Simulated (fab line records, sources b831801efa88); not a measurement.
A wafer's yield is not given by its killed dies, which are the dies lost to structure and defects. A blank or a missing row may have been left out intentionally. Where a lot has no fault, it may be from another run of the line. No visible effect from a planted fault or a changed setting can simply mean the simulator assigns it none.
A struck lot beside a sound one | flow sky130 | 31 out of 708 route steps
Sound: these wafers, L750.1, L750.5, L750.6. Struck: wafer L763.4; the same lot's L763.2 was not struck, so it is left out; see the end for the cause.
Per side, at each step with rows, come the tool, then ch with its chambers, and then its first start. Under that, the readings that differ: sound wafers | struck wafers | difference of the means | sigmas: that difference in standard deviations of wafers without a fault.
alike: same words and numbers on both sides, and readings whose means sit less than 2 such deviations apart. not compared: any withheld reading, any reading some wafer has no value for, any bound like >300 that may hide the same value, and any number with overlapping values for which the record gives no deviation.
Wherever a step has rows on one side only, a row that says differs or no value, or a row with sigmas, the two part there. Numbers that have no deviation but don't overlap get no sigmas and don't part them. Lack of a reading on every wafer of one side parts them only where that side has two or more wafers.

SKY_PWDE_OVL_MEAS_07:
  sound on overlay-01, day 3 19:43; struck on overlay-01, day 7 02:46
  alike: PWDE_OVL
after that, 1 step had no rows for these wafers: SKY_PWDE_IMPLANT_08.
SKY_PWDE_STRIP_09: strips in O2/N2.
  sound on plasma asher-03 ch 0,1, day 3 19:53; struck on plasma asher-02 ch 1, day 7 02:56
  reading               | sound             | struck | difference | sigmas
  oes product au (a.u.) | 0.734 0.725 0.724 | 0.718  | -0.010     | -2
  alike: drypump motor current A, strip time to endpoint s
  not compared: rf hours counter h
SKY_PWDE_TW_MEAS_10:
  sound on film metro-01, day 3 19:59; struck on film metro-03, day 7 03:03
  alike: PWDE_TW
then, 7 steps without rows for these wafers: SKY_NWELL_DEHYDRATE_03 (time 60 s); SKY_NWELL_HMDS_04 (prime time 60 s); SKY_NWELL_COAT_05 (resist thk 3000 nm); SKY_NWELL_SOFTBAKE_06; SKY_NWELL_EXPOSE_07 (exposes mask NWM, target cd 840 nm); SKY_NWELL_PEB_08; SKY_NWELL_DEVELOP_09 (develop time 60 s).
SKY_NWELL_OVL_MEAS_10:
  sound on overlay-01, day 4 12:37; struck on overlay-01, day 7 22:43
  reading           | sound       | struck | difference | sigmas
  NWELL_00_OVL (nm) | 3.8 2.7 3.2 | 0.4    | -2.8       | -2
SKY_NWELL_IMPLANT_11:
  sound on implanter-03 ch 0, day 4 12:39; struck on implanter-03 ch 0, day 7 22:46
then, 2 steps without rows for these wafers: SKY_NWELL_IMPLANT_12; SKY_NWELL_IMPLANT_13.
SKY_NWELL_STRIP_14: strips in O2/N2.
  sound on plasma asher-01 ch 0,1, day 4 13:06; struck on plasma asher-02 ch 1, day 7 23:11
  alike: drypump motor current A, oes product au, strip time to endpoint s
  not compared: rf hours counter h
SKY_NWELL_TW_MEAS_15:
  sound on film metro-03, day 4 13:12; struck on film metro-01, day 7 23:32
  reading  | sound          | struck | difference | sigmas
  NWELL_TW | 1821 1823 1813 | 1734   | -85        | -5
  not compared: hold
then, 6 steps without rows for these wafers: SKY_NWELL_HMDS_17 (prime time 60 s); SKY_NWELL_COAT_18 (resist thk 3000 nm); SKY_NWELL_SOFTBAKE_19; SKY_NWELL_EXPOSE_20 (exposes mask NWM COMPLEMENT, target cd 840 nm); SKY_NWELL_PEB_21; SKY_NWELL_DEVELOP_22 (develop time 60 s).
SKY_NWELL_OVL_MEAS_23:
  sound on overlay-02, day 5 06:52; struck on overlay-01, day 8 20:52
  alike: NWELL_01_OVL
after that, 1 step had no rows for these wafers: SKY_NWELL_IMPLANT_24.
SKY_NWELL_STRIP_25: strips in O2/N2.
  sound on plasma asher-02 ch 0,1, day 5 07:02; struck on plasma asher-02 ch 1, day 8 21:03
  reading               | sound             | struck | difference | sigmas
  oes product au (a.u.) | 0.719 0.714 0.723 | 0.730  | +0.011     | +2
  alike: drypump motor current A, strip time to endpoint s
  not compared: rf hours counter h
SKY_NWELL_TW_MEAS_26:
  sound on film metro-02, day 5 07:08; struck on film metro-01, day 8 21:10
  reading    | sound       | struck | difference | sigmas
  NWELL_2_TW | 503 504 504 | 493    | -11        | -2
then, 1 step without rows for these wafers: SKY_NWELL_CLEAN_27 (cleans in SC1/SC2, time 150 s).
SKY_NWELL_RTA_28: time 30 s.
  sound on rtp anneal-01 ch 0, day 5 07:15; struck on rtp anneal-01 ch 0, day 8 21:17
  alike: lamp power pct, wafer_temp_C_max
SKY_NWELL_RS_MEAS_29: uses a four-point probe to measure.
  sound on film metro-01, day 5 07:21; struck on film metro-02, day 8 21:44
  reading           | sound             | struck | difference | sigmas
  NWELL_RS (ohm/sq) | 627.5 629.3 628.0 | 675.7  | +47.4      | +30
  not compared: hold
-- the record jumps here: 41 days lie between the struck wafers' starts before and after (it left off in module NWELL and takes up again in module PAD_OPEN, whose first step shown is number 708 of the route) --
SKY_PAD_OPEN_PROBE_99:
  sound on prober-01, day 45 15:46; struck on prober-01, day 50 07:25
  reading                                         | sound                        | struck    | difference | sigmas
  model.etest.nfet_16v.r on ohm um                | 1.411e+04 1.399e+04 1.41e+04 | 1.509e+04 | +1.023e+03 |
  model.etest.pfet_16v.r on ohm um                | 1.537e+04 1.51e+04 1.538e+04 | 1.478e+04 | -5.033e+02 |
  model.etest.res nwell.line ohm um               | 1159 1156 1160               | 1359      | +201       |
  model.etest.res nwell.rs ohm sq                 | 978.3 955.2 981.4            | 1112      | +140       |
  model.etest.res nwell.rs ohm sq range           | 13.59 28.21 20.06            | 154.3     | +133.7     |
  model.etest.res nwell.rs ohm sq rim less centre | -6.988 11.35 7.068           | -65.24    | -69.05     |
  model.etest.tip_p_5v.rs ohm sq                  | 2887 2905 2895               | 2792      | -104       |
  model.etest.res nwell.width nm (nm)             | 841 840 837.8                | 810.3     | -29.3      |
  alike: killed_at_M0_to_M3, killed_at_M4_up, killed at contacts, killed at front end, killed at other, killed dies, killed open, killed short

## WHERE THEY PART
At SKY_PWDE_STRIP_09 first; at SKY_NWELL_RS_MEAS_29 last (within this record only). Later steps at which nothing parts them and some readings are alike: SKY_PAD_OPEN_PROBE_99.

WHY: the cause the simulator had injected
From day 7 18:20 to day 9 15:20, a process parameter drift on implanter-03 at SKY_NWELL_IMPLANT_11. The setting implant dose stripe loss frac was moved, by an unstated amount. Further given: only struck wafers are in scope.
